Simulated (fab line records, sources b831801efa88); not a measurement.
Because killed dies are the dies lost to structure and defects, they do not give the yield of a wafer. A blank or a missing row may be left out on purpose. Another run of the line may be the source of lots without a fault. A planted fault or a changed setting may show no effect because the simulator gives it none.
The tool behind it: which one? || flow sky130 || 33 wafers from 11 lots sampled at 5 of the route's 708 steps

WHAT THE GAUGES SHOWED, per wafer
SKY_LOCAL_INTERCONNECT_OVL_MEAS_12.
{"lot": "L214", "measured": "day 32 06:11", "on": "overlay-01", "LOCAL_INTERCONNECT_OVL (nm)": "7 3 3"}
{"lot": "L220", "measured": "day 33 00:53", "on": "overlay-01", "LOCAL_INTERCONNECT_OVL (nm)": "8 15 6"}
{"lot": "L218", "measured": "day 33 03:30", "on": "overlay-01", "LOCAL_INTERCONNECT_OVL (nm)": "5 11 10"}
{"lot": "L219", "measured": "day 33 04:09", "on": "overlay-01", "LOCAL_INTERCONNECT_OVL (nm)": "12 10 5"}
{"lot": "L224", "measured": "day 34 07:03", "on": "overlay-02", "LOCAL_INTERCONNECT_OVL (nm)": "15 2 0"}
{"lot": "L223", "measured": "day 34 10:02", "on": "overlay-01", "LOCAL_INTERCONNECT_OVL (nm)": "12 4 11"}
{"lot": "L229", "measured": "day 36 06:36", "on": "overlay-01", "LOCAL_INTERCONNECT_OVL (nm)": "-13 -8 -5"}
{"lot": "L230", "measured": "day 36 07:32", "on": "overlay-01", "LOCAL_INTERCONNECT_OVL (nm)": "9 6 4"}
{"lot": "L231", "measured": "day 36 13:33", "on": "overlay-02", "LOCAL_INTERCONNECT_OVL (nm)": "6 3 4"}
{"lot": "L232", "measured": "day 37 01:48", "on": "overlay-01", "LOCAL_INTERCONNECT_OVL (nm)": "-4 5 -1"}
{"lot": "L233", "measured": "day 37 08:18", "on": "overlay-01", "LOCAL_INTERCONNECT_OVL (nm)": "18 18 9"}

SKY_VIA1_THK_MEAS_01.
{"lot": "L214", "measured": "day 34 15:25", "on": "filmMetro-02", "VIA1_HDPCVD_THK (nm)": "1025 1021 1025"}
{"lot": "L220", "measured": "day 35 10:29", "on": "filmMetro-01", "VIA1_HDPCVD_THK (nm)": "1016 1023 1023"}
{"lot": "L224", "measured": "day 36 15:07", "on": "filmMetro-01", "VIA1_HDPCVD_THK (nm)": "1031 1026 1032"}
{"lot": "L223", "measured": "day 36 18:15", "on": "filmMetro-04", "VIA1_HDPCVD_THK (nm)": "1041 1038 1036"}
{"lot": "L229", "measured": "day 38 13:56", "on": "filmMetro-01", "VIA1_HDPCVD_THK (nm)": "1030 1019 1038"}
{"lot": "L230", "measured": "day 38 15:53", "on": "filmMetro-02", "VIA1_HDPCVD_THK (nm)": "1037 1039 1040"}
{"lot": "L231", "measured": "day 38 21:26", "on": "filmMetro-01", "VIA1_HDPCVD_THK (nm)": "1031 1027 1028"}
{"lot": "L232", "measured": "day 39 08:53", "on": "filmMetro-02", "VIA1_HDPCVD_THK (nm)": "1036 1030 1040"}
{"lot": "L233", "measured": "day 39 14:58", "on": "filmMetro-04", "VIA1_HDPCVD_THK (nm)": "1046 1037 1036"}

EACH LOT AND THE TOOL THAT RAN IT (in order: tool; ch and the chambers of the sampled wafers; start)
{"lot": "L214", "SKY_METAL1_SPUTTER_04": "pvdSputter-02, day 33 11:37", "SKY_METAL1_METAL_ETCH_19": "rieMetal-03 ch 0,1, day 34 14:37", "SKY_METAL1_STRIP_20": "plasmaAsher-04 ch 0,1, day 34 14:43"}
{"lot": "L220", "SKY_METAL1_SPUTTER_04": "pvdSputter-03, day 34 06:44", "SKY_METAL1_METAL_ETCH_19": "rieMetal-04 ch 0,1, day 35 09:40", "SKY_METAL1_STRIP_20": "plasmaAsher-01 ch 0,1, day 35 09:46"}
{"lot": "L218", "SKY_METAL1_SPUTTER_04": "pvdSputter-02, day 34 08:58", "SKY_METAL1_METAL_ETCH_19": "rieMetal-02 ch 0,1, day 35 11:27", "SKY_METAL1_STRIP_20": "plasmaAsher-03 ch 0,1, day 35 11:32"}
{"lot": "L219", "SKY_METAL1_SPUTTER_04": "pvdSputter-01, day 34 10:02", "SKY_METAL1_METAL_ETCH_19": "rieMetal-04 ch 0,1, day 35 12:23", "SKY_METAL1_STRIP_20": "plasmaAsher-03 ch 0,1, day 35 12:28"}
{"lot": "L224", "SKY_METAL1_SPUTTER_04": "pvdSputter-01, day 35 12:47", "SKY_METAL1_METAL_ETCH_19": "rieMetal-04 ch 0,1, day 36 14:19", "SKY_METAL1_STRIP_20": "plasmaAsher-03 ch 1, day 36 14:25"}
{"lot": "L223", "SKY_METAL1_SPUTTER_04": "pvdSputter-01, day 35 15:24", "SKY_METAL1_METAL_ETCH_19": "rieMetal-04 ch 1, day 36 17:22", "SKY_METAL1_STRIP_20": "plasmaAsher-01 ch 0,1, day 36 17:28"}
{"lot": "L229", "SKY_METAL1_SPUTTER_04": "pvdSputter-01, day 37 11:22", "SKY_METAL1_METAL_ETCH_19": "rieMetal-04 ch 0,1, day 38 13:10", "SKY_METAL1_STRIP_20": "plasmaAsher-01 ch 0,1, day 38 13:15"}
{"lot": "L230", "SKY_METAL1_SPUTTER_04": "pvdSputter-01, day 37 13:00", "SKY_METAL1_METAL_ETCH_19": "rieMetal-02 ch 1, day 38 15:05", "SKY_METAL1_STRIP_20": "plasmaAsher-03 ch 1, day 38 15:10"}
{"lot": "L231", "SKY_METAL1_SPUTTER_04": "pvdSputter-01, day 37 18:28", "SKY_METAL1_METAL_ETCH_19": "rieMetal-03 ch 0,1, day 38 20:38", "SKY_METAL1_STRIP_20": "plasmaAsher-03 ch 0, day 38 20:43"}
{"lot": "L232", "SKY_METAL1_SPUTTER_04": "pvdSputter-01, day 38 06:38", "SKY_METAL1_METAL_ETCH_19": "rieMetal-04 ch 0,1, day 39 08:05", "SKY_METAL1_STRIP_20": "plasmaAsher-03 ch 0,1, day 39 08:10"}
{"lot": "L233", "SKY_METAL1_SPUTTER_04": "pvdSputter-03, day 38 12:36", "SKY_METAL1_METAL_ETCH_19": "rieMetal-02 ch 0,1, day 39 13:31", "SKY_METAL1_STRIP_20": "plasmaAsher-03 ch 1, day 39 13:37"}
- SKY_METAL1_SPUTTER_04: material TiN, target thk 70 nm, time 58.3 s.
- SKY_METAL1_METAL_ETCH_19: etches the open film in Cl2/BCl3, stops on SiO2, target depth 360 nm, time 78 s.
- SKY_METAL1_STRIP_20: strips in O2/N2.

WHAT THE TOOLS THEMSELVES READ (means of the sampled wafers that have a number; where no wafer has one, the mark that the record gives instead)
SKY_METAL1_SPUTTER_04.
{"lot": "L214", "tool": "pvdSputter-02", "throttleValvePct (%)": 30.6}
{"lot": "L220", "tool": "pvdSputter-03", "throttleValvePct (%)": 31.1}
{"lot": "L218", "tool": "pvdSputter-02", "throttleValvePct (%)": 30.9}
{"lot": "L219", "tool": "pvdSputter-01", "throttleValvePct (%)": 30.4}
{"lot": "L224", "tool": "pvdSputter-01", "throttleValvePct (%)": 30.3}
{"lot": "L223", "tool": "pvdSputter-01", "throttleValvePct (%)": 28.6}
{"lot": "L229", "tool": "pvdSputter-01", "throttleValvePct (%)": 28.8}
{"lot": "L230", "tool": "pvdSputter-01", "throttleValvePct (%)": 30.3}
{"lot": "L231", "tool": "pvdSputter-01", "throttleValvePct (%)": 30.5}
{"lot": "L232", "tool": "pvdSputter-01", "throttleValvePct (%)": 29.7}
{"lot": "L233", "tool": "pvdSputter-03", "throttleValvePct (%)": 31.1}

SKY_METAL1_METAL_ETCH_19.
{"lot": "L214", "tool": "rieMetal-03", "bcl3FlowSccm (sccm)": 30.06, "biasW (W)": 48.39, "drypumpMotorCurrentA (A)": 6.1, "oesProductAu (a.u.)": 0.853, "throttleValvePct (%)": 22.259}
{"lot": "L220", "tool": "rieMetal-04", "bcl3FlowSccm (sccm)": 29.95, "biasW (W)": 48.56, "drypumpMotorCurrentA (A)": 5.6, "oesProductAu (a.u.)": 0.853, "throttleValvePct (%)": 22.272}
{"lot": "L218", "tool": "rieMetal-02", "bcl3FlowSccm (sccm)": "-", "biasW (W)": "-", "drypumpMotorCurrentA (A)": "-", "oesProductAu (a.u.)": "-", "throttleValvePct (%)": "-"}
{"lot": "L219", "tool": "rieMetal-04", "bcl3FlowSccm (sccm)": "-", "biasW (W)": "-", "drypumpMotorCurrentA (A)": "-", "oesProductAu (a.u.)": "-", "throttleValvePct (%)": "-"}
{"lot": "L224", "tool": "rieMetal-04", "bcl3FlowSccm (sccm)": 29.99, "biasW (W)": 48.52, "drypumpMotorCurrentA (A)": 5.6, "oesProductAu (a.u.)": 0.858, "throttleValvePct (%)": 22.263}
{"lot": "L223", "tool": "rieMetal-04", "bcl3FlowSccm (sccm)": 29.92, "biasW (W)": 48.60, "drypumpMotorCurrentA (A)": 5.5, "oesProductAu (a.u.)": 0.850, "throttleValvePct (%)": 22.265}
{"lot": "L229", "tool": "rieMetal-04", "bcl3FlowSccm (sccm)": 30.02, "biasW (W)": 48.49, "drypumpMotorCurrentA (A)": 5.6, "oesProductAu (a.u.)": 0.849, "throttleValvePct (%)": 22.264}
{"lot": "L230", "tool": "rieMetal-02", "bcl3FlowSccm (sccm)": 29.99, "biasW (W)": 48.59, "drypumpMotorCurrentA (A)": 5.9, "oesProductAu (a.u.)": 0.850, "throttleValvePct (%)": 22.260}
{"lot": "L231", "tool": "rieMetal-03", "bcl3FlowSccm (sccm)": 29.99, "biasW (W)": 48.53, "drypumpMotorCurrentA (A)": 6.3, "oesProductAu (a.u.)": 0.852, "throttleValvePct (%)": 22.267}
{"lot": "L232", "tool": "rieMetal-04", "bcl3FlowSccm (sccm)": 30.00, "biasW (W)": 48.41, "drypumpMotorCurrentA (A)": 5.6, "oesProductAu (a.u.)": 0.852, "throttleValvePct (%)": 22.265}
{"lot": "L233", "tool": "rieMetal-02", "bcl3FlowSccm (sccm)": 29.94, "biasW (W)": 48.58, "drypumpMotorCurrentA (A)": 5.6, "oesProductAu (a.u.)": 0.856, "throttleValvePct (%)": 22.263}

SKY_METAL1_STRIP_20.
{"lot": "L214", "tool": "plasmaAsher-04", "drypumpMotorCurrentA (A)": 5.92, "oesProductAu (a.u.)": 0.344, "stripTimeToEndpointS (s)": 2.67}
{"lot": "L220", "tool": "plasmaAsher-01", "drypumpMotorCurrentA (A)": 5.31, "oesProductAu (a.u.)": 0.345, "stripTimeToEndpointS (s)": 2.66}
{"lot": "L218", "tool": "plasmaAsher-03", "drypumpMotorCurrentA (A)": 5.66, "oesProductAu (a.u.)": 0.446, "stripTimeToEndpointS (s)": 5.20}
{"lot": "L219", "tool": "plasmaAsher-03", "drypumpMotorCurrentA (A)": 5.66, "oesProductAu (a.u.)": 0.444, "stripTimeToEndpointS (s)": 5.18}
{"lot": "L224", "tool": "plasmaAsher-03", "drypumpMotorCurrentA (A)": 5.75, "oesProductAu (a.u.)": 0.343, "stripTimeToEndpointS (s)": 2.65}
{"lot": "L223", "tool": "plasmaAsher-01", "drypumpMotorCurrentA (A)": 5.51, "oesProductAu (a.u.)": 0.343, "stripTimeToEndpointS (s)": 2.69}
{"lot": "L229", "tool": "plasmaAsher-01", "drypumpMotorCurrentA (A)": 5.51, "oesProductAu (a.u.)": 0.343, "stripTimeToEndpointS (s)": 2.68}
{"lot": "L230", "tool": "plasmaAsher-03", "drypumpMotorCurrentA (A)": 5.75, "oesProductAu (a.u.)": 0.343, "stripTimeToEndpointS (s)": 2.67}
{"lot": "L231", "tool": "plasmaAsher-03", "drypumpMotorCurrentA (A)": 5.60, "oesProductAu (a.u.)": 0.342, "stripTimeToEndpointS (s)": 2.76}
{"lot": "L232", "tool": "plasmaAsher-03", "drypumpMotorCurrentA (A)": 5.66, "oesProductAu (a.u.)": 0.337, "stripTimeToEndpointS (s)": 2.61}
{"lot": "L233", "tool": "plasmaAsher-03", "drypumpMotorCurrentA (A)": 5.76, "oesProductAu (a.u.)": 0.346, "stripTimeToEndpointS (s)": 2.69}

THE ANSWER, worked out from the rows above alone
Rule: what is usual is taken from the lots themselves. The widest of any qualifying gaps counts: lots, ordered by their means at a reading, are off when they make up no more than a third of the lots, leave a main group of 4 or more, and stand apart from it by 3 or more times the standard deviation of that group's means. Not used: any main group whose means are identical at the precision the tables above print for the reading. Also off: a lot with no number at a reading for which 4 or more lots have one. All remaining lots with rows at the step are treated as sound. The gauges are gone through in route order, then the tools' own readings, and for those a lot's mean is taken as printed above. At the first step where some lot is off, the reading lying furthest off is the one used; lots without a number count as furthest.
Off: L218, L219 (SKY_METAL1_METAL_ETCH_19, bcl3FlowSccm). Without a number there: L218, L219. For the main group the mean is 29.98 sccm and the standard deviation 0.04.
A tool fits if, at that step or a process step before it, it ran every lot that is off, and no sound lot after the first of them. No candidate that was tried fits.

WHAT THE SIMULATOR HAD PUT IN
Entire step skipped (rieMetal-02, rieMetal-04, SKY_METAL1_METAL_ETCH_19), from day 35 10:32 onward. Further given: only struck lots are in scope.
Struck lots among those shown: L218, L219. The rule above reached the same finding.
